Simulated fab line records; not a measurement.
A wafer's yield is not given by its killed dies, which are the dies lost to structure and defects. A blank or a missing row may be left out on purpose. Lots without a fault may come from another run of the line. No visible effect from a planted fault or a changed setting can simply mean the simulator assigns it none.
fab line records + flow gf180mcu
[record]
- lots = 13
- wafers = 39
- lastDay = 34
route steps=602 shown STI@31 NWELL@51 LVPWELL@64 NSD@242
lots that met no fault: taken from a fault-free run of the same line
startH: hours from the record's first day to the start of the lot's first wafer shown + waitH: hours elapsed since this lot's preceding step + " the same as in the row above + L1.1+2: several wafers, shown together as one row + - no value, or no start given + * or withheld: withheld + < > ~ a bound
route shown NAME@n: NAME is a module with steps in the file, n the number in the route of the first one + usual: mean/standard deviation of fault-free wafers + same: alike in all rows + chamber/n: place in a boat + sites: readings site by site + _std_site: standard deviation across them + _edge_site: inner sites' mean taken away from outer sites' mean + radiusMm: for every site, how far away it sits from the centre of the wafer + mask NAME#n: copy n + behind: the tool/chamber that last shaped the wafer + hold: why the lot was held/for how many hours/how that ended + device: transistor that didn't switch, given as n, p or np + end of line: the tests these same wafers got at the end of their route + a step without rows: its recipe alone + killed: not the wafer's yield, but the dies lost to structure and defects at the first sort + map: shows each die of a wafer: x if killed, . if not, _ if none is there
set.NAME: the setting that was run; set.NAME@STEP: the one run at that earlier step + model.NAME: the simulator's own value behind a step, which no gauge read
a sample of lots followed through the steps of the route, with each step as a table and each wafer as a row
services: the hour from which a tool's chamber was out of use, counted from the record's first day as startH (under 0 if before that day), plus the number of hours and why
[[steps]]
[step GF_STI_THK_MEAS_30]
[recipe]
- reads = SiO2_of_STI_OXIDATION_29
[usual]
- STI_OXIDATION_02_THK = 9.94/0.2
| lot.wafer | tool         | chamber | startH | waitH | STI_OXIDATION_02_THK[nm] |
|-----------|--------------|---------|--------|-------|--------------------------|
| L574.3    | filmMetro-03 | -       | 36.05  | 0.0   | 9.95                     |
| L574.5    | "            | -       | "      | "     | 9.92                     |
| L574.6    | "            | -       | "      | "     | 10.06                    |
| L575.2    | filmMetro-03 | -       | 41.05  | 0.0   | 10.20                    |
| L575.3    | "            | -       | "      | "     | 10.16                    |
| L575.4    | "            | -       | "      | "     | 10.00                    |
| L576.3    | filmMetro-03 | -       | 46.21  | 0.0   | 9.94                     |
| L576.4    | "            | -       | "      | "     | 9.95                     |
| L576.6    | "            | -       | "      | "     | 9.85                     |
| L577.2    | filmMetro-03 | -       | 51.49  | 0.0   | 9.86                     |
| L577.3    | "            | -       | "      | "     | 9.68                     |
| L577.6    | "            | -       | "      | "     | 10.06                    |
| L579.1    | filmMetro-03 | -       | 60.27  | 0.0   | 9.76                     |
| L579.2    | "            | -       | "      | "     | 9.93                     |
| L579.3    | "            | -       | "      | "     | 10.04                    |
| L580.1    | filmMetro-03 | -       | 66.31  | 0.0   | 10.25                    |
| L580.3    | "            | -       | "      | "     | 10.22                    |
| L580.4    | "            | -       | "      | "     | 10.13                    |
| L581.2    | filmMetro-03 | -       | 73.38  | 0.0   | 10.01                    |
| L581.3    | "            | -       | "      | "     | 10.01                    |
| L581.6    | "            | -       | "      | "     | 9.93                     |
| L582.1    | filmMetro-01 | -       | 77.32  | 0.0   | 9.98                     |
| L582.3    | "            | -       | "      | "     | 10.23                    |
| L582.6    | "            | -       | "      | "     | 10.13                    |
| L584.3    | filmMetro-02 | -       | 90.28  | 0.0   | 10.13                    |
| L584.5    | "            | -       | "      | "     | 10.05                    |
| L584.6    | "            | -       | "      | "     | 10.07                    |
| L589.1    | filmMetro-02 | -       | 116.37 | 0.0   | 9.71                     |
| L589.4    | "            | -       | "      | "     | 9.79                     |
| L589.5    | "            | -       | "      | "     | 9.65                     |
| L591.1    | filmMetro-01 | -       | 125.57 | 0.0   | 10.03                    |
| L591.3    | "            | -       | "      | "     | 9.85                     |
| L591.4    | "            | -       | "      | "     | 9.93                     |
| L594.1    | filmMetro-01 | -       | 151.65 | 0.0   | 9.94                     |
| L594.2    | "            | -       | "      | "     | 9.89                     |
| L594.3    | "            | -       | "      | "     | 9.90                     |
| L595.1    | filmMetro-03 | -       | 151.65 | 0.0   | 10.16                    |
| L595.2    | "            | -       | "      | "     | 10.07                    |
| L595.4    | "            | -       | "      | "     | 10.17                    |
[step GF_NWELL_IMPLANT_09]
[recipe]
- species = P
- energyKev = 160
- doseCm2 = 4e+12
- tiltDeg = 0
[usual]
- doseIonsCm2 = 3.999e+12/3.8e+09
- faradayCurrentUA = 22.6/0.42
| lot.wafer | tool         | chamber | startH | waitH | doseIonsCm2 | faradayCurrentUA |
|-----------|--------------|---------|--------|-------|-------------|------------------|
| L574.3    | implanter-04 | 0       | 62.51  | 0.1   | 3.994e+12   | 22.7             |
| L574.5    | "            | 0       | "      | "     | 3.995e+12   | 22.2             |
| L574.6    | "            | 0       | "      | "     | 3.994e+12   | 22.5             |
| L575.2    | implanter-04 | 0       | 66.88  | 0.1   | 3.996e+12   | 22.3             |
| L575.3    | "            | 0       | "      | "     | 3.998e+12   | 22.7             |
| L575.4    | "            | 0       | "      | "     | 3.997e+12   | 22.4             |
| L576.3    | implanter-02 | 0       | 72.41  | 0.1   | 3.999e+12   | 23.1             |
| L576.4    | "            | 0       | "      | "     | 4.002e+12   | 22.1             |
| L576.6    | "            | 0       | "      | "     | 4.004e+12   | 22.2             |
| L577.2    | implanter-03 | 0       | 78.04  | 0.1   | 3.996e+12   | 22.5             |
| L577.3    | "            | 0       | "      | "     | 4.002e+12   | 22.4             |
| L577.6    | "            | 0       | "      | "     | 3.998e+12   | 22.3             |
| L579.1    | implanter-03 | 0       | 87.81  | 0.1   | 3.998e+12   | 22.3             |
| L579.2    | "            | 0       | "      | "     | 3.994e+12   | 23.1             |
| L579.3    | "            | 0       | "      | "     | 3.991e+12   | 22.8             |
| L580.1    | implanter-03 | 0       | 92.41  | 0.1   | 3.997e+12   | 22.2             |
| L580.3    | "            | 0       | "      | "     | 4.001e+12   | 23.2             |
| L580.4    | "            | 0       | "      | "     | 3.996e+12   | 23.0             |
| L581.2    | implanter-02 | 0       | 99.97  | 0.1   | 3.995e+12   | 22.1             |
| L581.3    | "            | 0       | "      | "     | 3.998e+12   | 22.7             |
| L581.6    | "            | 0       | "      | "     | 4e+12       | 22.8             |
| L582.1    | implanter-03 | 0       | 105.09 | 0.1   | 3.999e+12   | 22.2             |
| L582.3    | "            | 0       | "      | "     | 3.999e+12   | 22.3             |
| L582.6    | "            | 0       | "      | "     | 3.996e+12   | 22.7             |
| L584.3    | implanter-04 | 0       | 118.86 | 0.1   | 4.001e+12   | 22.7             |
| L584.5    | "            | 0       | "      | "     | 3.998e+12   | 22.6             |
| L584.6    | "            | 0       | "      | "     | 4.003e+12   | 21.9             |
| L589.1    | implanter-04 | 0       | 145.19 | 0.1   | 3.441e+12   | 19.3             |
| L589.4    | "            | 0       | "      | "     | 3.435e+12   | 19.6             |
| L589.5    | "            | 0       | "      | "     | 3.438e+12   | 19.4             |
| L591.1    | implanter-04 | 0       | 155.11 | 0.1   | 3.44e+12    | 20.7             |
| L591.3    | "            | 0       | "      | "     | 3.444e+12   | 19.6             |
| L591.4    | "            | 0       | "      | "     | 3.441e+12   | 19.5             |
| L594.1    | implanter-02 | 0       | 181.44 | 0.1   | 4.002e+12   | 22.2             |
| L594.2    | "            | 0       | "      | "     | 4.002e+12   | 22.8             |
| L594.3    | "            | 0       | "      | "     | 3.998e+12   | 22.4             |
| L595.1    | implanter-03 | 0       | 181.86 | 0.1   | 4e+12       | 22.7             |
| L595.2    | "            | 0       | "      | "     | 4.001e+12   | 22.9             |
| L595.4    | "            | 0       | "      | "     | 3.998e+12   | 23.2             |
[step GF_LVPWELL_STRIP_10]
[recipe]
- chemistry = O2/N2
- powerW = 1400
- pressureMtorr = 1500
- platenTempC = 250
- o2FlowSccm = 3000
- n2FlowSccm = 300
- overashFraction = 0.5
[usual]
- chamberPressureMTorr = 1500.0/1.5
- drypumpMotorCurrentA = 5.8/0.36
- heaterPowerW = 340/30
- n2FlowSccm = 300.0/0.88
- oesProductAu = 0.723/0.0046
- stripTimeToEndpointS = 36.95/0.088
| lot.wafer | tool           | chamber | startH | waitH | chamberPressureMTorr | drypumpMotorCurrentA | heaterPowerW | n2FlowSccm | oesProductAu | rfHoursCounterH | stripTimeToEndpointS |
|-----------|----------------|---------|--------|-------|----------------------|----------------------|--------------|------------|--------------|-----------------|----------------------|
| L574.3    | plasmaAsher-04 | 1       | 76.40  | 0.1   | 1500.4               | 6.2                  | 287          | 298.3      | 0.720        | -               | 36.77                |
| L574.5    | "              | 0       | "      | "     | 1499.5               | 5.6                  | 349          | 300.2      | 0.727        | -               | 36.89                |
| L574.6    | "              | 1       | "      | "     | 1500.5               | 6.2                  | 293          | 298.6      | 0.722        | -               | 36.87                |
| L575.2    | plasmaAsher-04 | 1       | 80.74  | 0.1   | 1498.3               | 6.2                  | 289          | 299.7      | 0.720        | 42              | 37.04                |
| L575.3    | "              | 0       | "      | "     | 1498.5               | 5.6                  | 353          | 298.9      | 0.724        | -               | 37.08                |
| L575.4    | "              | 1       | "      | "     | 1500.4               | 6.2                  | 295          | 300.8      | 0.718        | -               | 36.90                |
| L576.3    | plasmaAsher-02 | 1       | 85.74  | 0.1   | 1502.5               | 5.5                  | 369          | 300.9      | 0.723        | -               | 36.88                |
| L576.4    | "              | 0       | "      | "     | 1500.9               | 5.8                  | 359          | 298.8      | 0.725        | -               | 36.87                |
| L576.6    | "              | 0       | "      | "     | 1500.5               | 5.8                  | 360          | 298.5      | 0.719        | -               | 36.96                |
| L577.2    | plasmaAsher-02 | 1       | 92.09  | 0.1   | 1501.9               | 5.5                  | 364          | 301.0      | 0.722        | 43              | 36.92                |
| L577.3    | "              | 0       | "      | "     | 1499.8               | 5.8                  | 367          | 299.8      | 0.717        | -               | 37.05                |
| L577.6    | "              | 1       | "      | "     | 1497.4               | 5.5                  | 373          | 300.5      | 0.723        | -               | 37.00                |
| L579.1    | plasmaAsher-02 | 0       | 101.56 | 0.1   | 1497.2               | 5.8                  | 359          | 299.9      | 0.720        | 43              | 36.94                |
| L579.2    | "              | 1       | "      | "     | 1499.2               | 5.5                  | 369          | 301.4      | 0.731        | 43              | 36.96                |
| L579.3    | "              | 1       | "      | "     | 1499.6               | 5.5                  | 375          | 301.1      | 0.724        | -               | 36.98                |
| L580.1    | plasmaAsher-03 | 0       | 107.26 | 0.1   | 1500.0               | 5.1                  | 333          | 298.4      | 0.726        | 44              | 36.80                |
| L580.3    | "              | 1       | "      | "     | 1500.5               | 6.2                  | 341          | 299.7      | 0.729        | -               | 36.91                |
| L580.4    | "              | 0       | "      | "     | 1501.8               | 5.1                  | 331          | 299.2      | 0.723        | -               | 36.79                |
| L581.2    | plasmaAsher-02 | 0       | 114.74 | 0.1   | 1501.9               | 5.8                  | 368          | 299.5      | 0.722        | 45              | 36.96                |
| L581.3    | "              | 0       | "      | "     | 1499.7               | 5.8                  | 366          | 299.7      | 0.718        | -               | 37.01                |
| L581.6    | "              | 0       | "      | "     | 1501.1               | 5.8                  | 359          | 299.3      | 0.725        | -               | 36.94                |
| L582.1    | plasmaAsher-04 | 1       | 119.61 | 0.1   | 1503.5               | 6.2                  | 290          | 299.9      | 0.722        | 46              | 37.04                |
| L582.3    | "              | 1       | "      | "     | 1499.5               | 6.2                  | 285          | 299.8      | 0.725        | -               | 37.00                |
| L582.6    | "              | 1       | "      | "     | 1502.5               | 6.2                  | 289          | 300.9      | 0.724        | -               | 37.01                |
| L584.3    | plasmaAsher-04 | 1       | 133.97 | 0.1   | 1501.3               | 6.2                  | 288          | 298.7      | 0.722        | -               | 36.98                |
| L584.5    | "              | 0       | "      | "     | 1500.2               | 5.6                  | 349          | 298.4      | 0.726        | -               | 36.88                |
| L584.6    | "              | 1       | "      | "     | 1502.7               | 6.2                  | 294          | 299.4      | 0.728        | -               | 37.00                |
| L589.1    | plasmaAsher-02 | 1       | 160.39 | 0.1   | 1497.4               | 5.5                  | 373          | 299.8      | 0.719        | 50              | 36.83                |
| L589.4    | "              | 1       | "      | "     | 1499.0               | 5.5                  | 375          | 301.8      | 0.723        | -               | 37.01                |
| L589.5    | "              | 0       | "      | "     | 1502.4               | 5.8                  | 364          | 301.2      | 0.713        | -               | 37.00                |
| L591.1    | plasmaAsher-03 | 1       | 170.96 | 0.1   | 1500.7               | 6.2                  | 342          | 300.4      | 0.721        | 5               | 36.99                |
| L591.3    | "              | 1       | "      | "     | 1498.6               | 6.2                  | 341          | 300.0      | 0.718        | -               | 36.92                |
| L591.4    | "              | 0       | "      | "     | 1496.9               | 5.1                  | 333          | 300.1      | 0.726        | -               | 36.90                |
| L594.1    | plasmaAsher-02 | 0       | 198.61 | 0.1   | 1502.0               | 5.8                  | 357          | 299.4      | 0.717        | 54              | 36.96                |
| L594.2    | "              | 1       | "      | "     | 1500.2               | 5.5                  | 368          | 301.0      | 0.728        | 54              | 36.88                |
| L594.3    | "              | 0       | "      | "     | 1499.1               | 5.8                  | 356          | 299.8      | 0.724        | -               | 36.90                |
| L595.1    | plasmaAsher-04 | 1       | 199.29 | 0.1   | 1502.2               | 6.2                  | 291          | 300.1      | 0.710        | 55              | 36.98                |
| L595.2    | "              | 0       | "      | "     | 1497.9               | 5.6                  | 354          | 301.8      | 0.719        | 55              | 37.04                |
| L595.4    | "              | 1       | "      | "     | 1499.5               | 6.2                  | 288          | 299.7      | 0.715        | -               | 37.06                |
[step GF_VT_IMPLANT_RS_MEAS_47]
[recipe]
- thkMeasGauge = four-point-probe
[usual]
- NWELL_RS = 488.0/1.3
| lot.wafer | tool         | chamber | startH | waitH | NWELL_RS[ohm/sq] |
|-----------|--------------|---------|--------|-------|------------------|
| L574.3    | filmMetro-02 | -       | 163.76 | 0.1   | 488.0            |
| L574.5    | "            | -       | "      | "     | 489.3            |
| L574.6    | "            | -       | "      | "     | 487.3            |
| L575.2    | filmMetro-03 | -       | 168.14 | 0.1   | 485.9            |
| L575.3    | "            | -       | "      | "     | 486.6            |
| L575.4    | "            | -       | "      | "     | 487.0            |
| L576.3    | filmMetro-03 | -       | 173.13 | 0.1   | 487.1            |
| L576.4    | "            | -       | "      | "     | 488.4            |
| L576.6    | "            | -       | "      | "     | 487.6            |
| L577.2    | filmMetro-02 | -       | 181.25 | 0.1   | 489.3            |
| L577.3    | "            | -       | "      | "     | 490.8            |
| L577.6    | "            | -       | "      | "     | 489.9            |
| L579.1    | filmMetro-04 | -       | 191.69 | 0.1   | 489.2            |
| L579.2    | "            | -       | "      | "     | 489.3            |
| L579.3    | "            | -       | "      | "     | 490.5            |
| L580.1    | filmMetro-04 | -       | 197.89 | 0.1   | 487.9            |
| L580.3    | "            | -       | "      | "     | 488.8            |
| L580.4    | "            | -       | "      | "     | 489.1            |
| L581.2    | filmMetro-04 | -       | 206.86 | 0.1   | 487.7            |
| L581.3    | "            | -       | "      | "     | 489.8            |
| L581.6    | "            | -       | "      | "     | 488.0            |
| L582.1    | filmMetro-03 | -       | 213.88 | 0.1   | 486.3            |
| L582.3    | "            | -       | "      | "     | 485.8            |
| L582.6    | "            | -       | "      | "     | 486.4            |
| L584.3    | filmMetro-03 | -       | 232.11 | 0.1   | 488.9            |
| L584.5    | "            | -       | "      | "     | 489.4            |
| L584.6    | "            | -       | "      | "     | 488.3            |
| L589.1    | filmMetro-04 | -       | 267.24 | 0.1   | 500.5            |
| L589.4    | "            | -       | "      | "     | 499.9            |
| L589.5    | "            | -       | "      | "     | 500.2            |
| L591.1    | filmMetro-03 | -       | 277.69 | 0.1   | 499.0            |
| L591.3    | "            | -       | "      | "     | 498.8            |
| L591.4    | "            | -       | "      | "     | 497.6            |
| L594.1    | filmMetro-03 | -       | 312.94 | 0.1   | 489.8            |
| L594.2    | "            | -       | "      | "     | 487.8            |
| L594.3    | "            | -       | "      | "     | 487.1            |
| L595.1    | filmMetro-03 | -       | 314.82 | 0.1   | 487.2            |
| L595.2    | "            | -       | "      | "     | 486.7            |
| L595.4    | "            | -       | "      | "     | 486.0            |
[step GF_NSD_CD_MEAS_07]
[recipe]
- targetCdNm = 400
[usual]
- cdNm = 400.4/2.2
| lot.wafer | tool     | chamber | startH | waitH | cdNm  |
|-----------|----------|---------|--------|-------|-------|
| L574.3    | cdSem-02 | -       | 307.26 | 0.1   | 397.1 |
| L574.5    | "        | -       | "      | "     | 398.6 |
| L574.6    | "        | -       | "      | "     | 397.7 |
| L575.2    | cdSem-02 | -       | 310.33 | 0.1   | 399.4 |
| L575.3    | "        | -       | "      | "     | 398.3 |
| L575.4    | "        | -       | "      | "     | 401.7 |
| L576.3    | cdSem-02 | -       | 317.51 | 0.1   | 402.0 |
| L576.4    | "        | -       | "      | "     | 402.8 |
| L576.6    | "        | -       | "      | "     | 404.3 |
| L577.2    | cdSem-02 | -       | 326.48 | 0.1   | 401.5 |
| L577.3    | "        | -       | "      | "     | 400.9 |
| L577.6    | "        | -       | "      | "     | 403.5 |
| L579.1    | cdSem-02 | -       | 340.56 | 0.1   | 399.7 |
| L579.2    | "        | -       | "      | "     | 402.0 |
| L579.3    | "        | -       | "      | "     | 400.1 |
| L580.1    | cdSem-01 | -       | 347.82 | 0.1   | 403.7 |
| L580.3    | "        | -       | "      | "     | 403.3 |
| L580.4    | "        | -       | "      | "     | 404.5 |
| L581.2    | cdSem-01 | -       | 355.09 | 0.1   | 400.2 |
| L581.3    | "        | -       | "      | "     | 399.6 |
| L581.6    | "        | -       | "      | "     | 398.9 |
| L582.1    | cdSem-02 | -       | 368.67 | 0.1   | 398.1 |
| L582.3    | "        | -       | "      | "     | 398.7 |
| L582.6    | "        | -       | "      | "     | 399.6 |
| L584.3    | cdSem-01 | -       | 385.31 | 0.1   | 404.5 |
| L584.5    | "        | -       | "      | "     | 403.8 |
| L584.6    | "        | -       | "      | "     | 401.9 |
| L589.1    | cdSem-02 | -       | 429.92 | 0.1   | 400.8 |
| L589.4    | "        | -       | "      | "     | 401.5 |
| L589.5    | "        | -       | "      | "     | 399.3 |
| L591.1    | cdSem-02 | -       | 442.07 | 0.1   | 402.2 |
| L591.3    | "        | -       | "      | "     | 398.1 |
| L591.4    | "        | -       | "      | "     | 399.4 |
| L594.1    | cdSem-02 | -       | 486.82 | 0.1   | 400.1 |
| L594.2    | "        | -       | "      | "     | 399.8 |
| L594.3    | "        | -       | "      | "     | 399.5 |
| L595.1    | cdSem-02 | -       | 490.02 | 0.1   | 400.4 |
| L595.2    | "        | -       | "      | "     | 400.7 |
| L595.4    | "        | -       | "      | "     | 400.6 |
[[services]]
| tool           | chamber | startH | hours | kind      |
|----------------|---------|--------|-------|-----------|
| implanter-02   | -       | 61.46  | 1.0   | repair    |
| plasmaAsher-02 | -       | 64.98  | 6.2   | repair    |
| implanter-02   | -       | 92.79  | 1.5   | repair    |
| implanter-02   | -       | 103.63 | 44.2  | repair    |
| plasmaAsher-03 | -       | 108.75 | 9.0   | pm        |
| plasmaAsher-03 | 0       | 108.75 | 9.0   | ventCycle |
| plasmaAsher-03 | 1       | 108.75 | 9.0   | ventCycle |
| plasmaAsher-03 | 0       | 117.75 | -     | clean     |
| plasmaAsher-03 | 1       | 117.75 | -     | clean     |
| implanter-02   | -       | 120.71 | 5.5   | repair    |
| implanter-03   | -       | 145.82 | 1.8   | repair    |
| implanter-02   | -       | 156.20 | 3.8   | repair    |
| implanter-04   | -       | 199.17 | 4.1   | repair    |
[[key]]
[firstSign]
- step = GF_NWELL_IMPLANT_09
- reading = doseIonsCm2
- direction = down
- sigmas = 99+
- usual = 3.999e+12
- struck = 3.44e+12
[effect]
- step = GF_NWELL_IMPLANT_09
- reading = faradayCurrentUA
- direction = down
- sigmas = 7
- usual = 22.6
- struck = 19.7
[effect]
- step = GF_VT_IMPLANT_RS_MEAS_47
- reading = NWELL_RS
- direction = up
- sigmas = 9
- usual = 488.0
- struck = 499.3
metAt GF_NWELL_IMPLANT_09
struckLots L589,L591
testerLeftOut L589,L591
notActingAt GF_STI_THK_MEAS_30,GF_LVPWELL_STRIP_10,GF_NSD_CD_MEAS_07
onsetBetween 118.86 145.19
[fault]
- kind = processParameterDrift
- tool = implanter-04
- chamber = -
- onsetH = 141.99
- steps = GF_NWELL_IMPLANT_09
- channel = doseCm2
- offset = -5.6003e+11
- shape = step
- endH = 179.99
- actsIn = theseRecipesOnly
- stated = 4e+12
// testerLeftOut: of these lots the tester's yield and bins aren't shown, on N5 and GAA mostly nor the transistor test; their killed dies are dies lost to structure and defects alone, not to doping, threshold or leakage, so they don't give the yield
